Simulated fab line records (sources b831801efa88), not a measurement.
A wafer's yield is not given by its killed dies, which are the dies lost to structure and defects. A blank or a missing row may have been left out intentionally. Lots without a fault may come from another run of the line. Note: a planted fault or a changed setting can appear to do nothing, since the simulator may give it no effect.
Struck lot and sound lot, side by side | flow sky130 | 15 out of 708 route steps
Sound: wafers L704.1, L704.2, L704.3. Struck: wafer L715.5 (left out: L715.2, a lot-mate that was not struck); the cause follows at the end.
Each step with rows lists, per side, the tool, then ch with its chambers, then its first start. Under that, the readings that differ: sound wafers | struck wafers | difference of the means | sigmas: that difference in standard deviations of wafers without a fault.
alike: a reading whose means differ by less than 2 such deviations, as well as words and numbers matching on both sides. not compared: withheld readings; readings where some wafer has no value; bounds like >300 that might hide an equal value; numbers whose values overlap and for which the record gives no deviation.
A row with sigmas, a row that says differs or no value, or rows on one side alone: a step with any of these is where the two part. Numbers that have no deviation but don't overlap get no sigmas and don't part them. A reading that every wafer of one side lacks parts them only if that side has two wafers or more.

first, 8 steps without rows for these wafers: SKY_FIELD_ISO_DEHYDRATE_05 (time 60 s); SKY_FIELD_ISO_HMDS_06 (prime time 60 s); SKY_FIELD_ISO_COAT_07 (resist thk 60 nm); SKY_FIELD_ISO_COAT_08 (resist thk 450 nm); SKY_FIELD_ISO_SOFTBAKE_09 (time 90 s); SKY_FIELD_ISO_EXPOSE_10 (exposes mask FOM, target cd 150 nm); SKY_FIELD_ISO_PEB_11; SKY_FIELD_ISO_DEVELOP_12 (develop time 60 s).
SKY_FIELD_ISO_CD_MEAS_13: target cd 150 nm.
  sound on cdSem-02, day 3 16:43; struck on cdSem-02, day 6 02:50
  alike: cdNm
SKY_FIELD_ISO_ETCH_14: etches BARC in N2/H2, stops on SiO2, time 45.9 s, target depth 60 nm.
  sound on rieDiel-02 ch 0,1,3, day 3 16:50; struck on rieDiel-01 ch 1, day 6 02:56
reading                  | sound       | struck | difference | sigmas
drypumpMotorCurrentA (A) | 5.6 6.3 6.2 | 4.6    | -1.4       | -3
  alike: oesProductAu, runLengthS, throttleValvePct
  not compared: rfHoursCounterH
SKY_FIELD_ISO_ETCH_15: etches the open film in CHF3/O2, stops on Si, target depth 180 nm, time 72 s.
  sound on rieDiel-02 ch 0,1,3, day 3 16:53; struck on rieDiel-01 ch 1, day 6 02:58
reading                  | sound             | struck | difference | sigmas
drypumpMotorCurrentA (A) | 5.6 6.3 6.2       | 4.7    | -1.3       | -3
oesProductAu (a.u.)      | 0.946 0.945 0.953 | 0.934  | -0.014     | -2
  alike: runLengthS, throttleValvePct
  not compared: rfHoursCounterH
SKY_FIELD_ISO_STRIP_16: strips in O2/N2.
  sound on plasmaAsher-03 ch 0,1, day 3 16:56; struck on plasmaAsher-03 ch 0, day 6 03:02
  alike: drypumpMotorCurrentA, oesProductAu, stripTimeToEndpointS
  not compared: rfHoursCounterH
SKY_FIELD_ISO_ETCH_17: etches Si in HBr/Cl2/O2, target depth 342 nm, time 97.7 s.
  sound on rieSi-02 ch 0,2,3, day 3 17:02; struck on rieSi-02 ch 1, day 6 03:08
reading                             | sound             | struck | difference | sigmas
runLengthS (s)                      | 125.8 125.6 126.1 | 111.7  | -14.1      | -46
model.FIELD_ISO.featureDepthNm (nm) | 352.3 336.9 338.6 | 300.2  | -42.4      | 
model.etch.depthNm (nm)             | 352.3 336.9 338.6 | 300.2  | -42.4      | 
  alike: drypumpMotorCurrentA, mfcCl2Sccm, oesProductAu, throttleValvePct
  not compared: rfHoursCounterH
then, 1 step without rows for these wafers: SKY_FIELD_ISO_WET_ETCH_18 (etches Si3N4 in H3PO4, target depth 25 nm, time 286 s).
-- here the record skips 44 days between the struck wafers' starts before and after, leaving off in module FIELD_ISO and picking up in module PAD_OPEN (first step shown: number 708 of the route) --
SKY_PAD_OPEN_PROBE_99:
  sound on prober-02, day 48 05:14; struck on prober-01, day 50 12:23
  alike: killed_at_M0_to_M3, killed_at_M4_up, killedAtContacts, killedAtFrontEnd, killedAtOther, killedDies, killedOnRim, killedOpen, killedShort

## WHERE THEY PART
First at SKY_FIELD_ISO_ETCH_14; last, within this record, at SKY_FIELD_ISO_ETCH_17. Later steps at which nothing parts them and some readings are alike: SKY_PAD_OPEN_PROBE_99.

WHY: what the simulator had put in
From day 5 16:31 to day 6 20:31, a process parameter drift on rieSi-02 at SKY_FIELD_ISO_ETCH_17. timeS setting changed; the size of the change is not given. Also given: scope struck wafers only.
